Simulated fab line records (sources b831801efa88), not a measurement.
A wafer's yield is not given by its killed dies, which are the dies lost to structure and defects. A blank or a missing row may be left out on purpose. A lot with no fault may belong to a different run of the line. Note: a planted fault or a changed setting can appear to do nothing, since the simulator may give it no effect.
Chamber matching -- flow sky130 -- cmp-01 running SKY_LI_CONTACT_CMP_02: 4 sister chambers
The step polishes PSG. 18 wafers are shown with their chamber, then 9 later ones without.

== WAFERS PAIRED WITH THEIR CHAMBERS ==
wafer,chamber,motor current A (A),time to endpoint s (s)
L202.1,3,14.0,32.8
L202.3,2,11.4,29.6
L202.6,3,13.4,31.0
L203.1,2,11.6,29.1
L203.4,0,12.3,28.1
L203.6,2,12.3,30.3
L209.1,0,11.8,32.3
L209.3,1,12.0,29.2
L209.6,2,11.7,31.4
L210.2,2,11.6,28.7
L210.5,0,12.3,28.8
L210.6,3,13.9,32.4
L211.1,0,12.4,32.1
L211.2,2,11.9,30.4
L211.5,2,12.1,30.0
L219.1,0,12.7,32.9
L219.2,1,12.7,33.1
L219.6,1,12.4,33.5

SIGNATURES (averages over the wafers above)
reading,chamber 0,chamber 1,chamber 2,chamber 3,scatter within a chamber
motor current A,12.300,12.367,11.800,13.767,0.324
time to endpoint s,30.840,31.933,29.929,32.067,1.64
Rule: a wafer lies at a distance from a chamber equal to the root of the sum of squares, over the readings, of (its reading less the chamber's mean, divided by the reading's scatter). The wafer belongs to the nearest chamber; if the next one is less than 2 further off, it can't be placed. The scatter: the root of (the sum of the squares of (reading less its chamber's mean) over the shown wafers, divided by (wafers less chambers)).

== WAFERS WITH NO CHAMBER GIVEN ==
wafer,motor current A (A),time to endpoint s (s)
L222.3,11.0,31.1
L222.5,11.8,31.7
L222.6,12.9,31.8
L224.1,14.1,36.1
L224.3,11.7,35.8
L224.6,13.7,32.0
L225.2,12.3,29.0
L225.3,12.3,28.8
L225.4,13.0,31.3

== WHICH CHAMBER EACH WENT THROUGH ==
wafer,from the rows above,in truth
L222.3,can't be placed: 2 or 0 or 1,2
L222.5,can't be placed: 2 or 0 or 1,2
L222.6,can't be placed: 1 or 0 or 3 or 2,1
L224.1,3,3
L224.3,can't be placed: 1 or 0 or 2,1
L224.6,3,3
L225.2,can't be placed: 0 or 2 or 1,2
L225.3,can't be placed: 0 or 2 or 1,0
L225.4,can't be placed: 1 or 0 or 3 or 2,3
2 of 9 placed correctly. Cannot be placed on the basis of these rows: 7; the candidates contain the true chamber in 7. Number placed wrongly: 0.
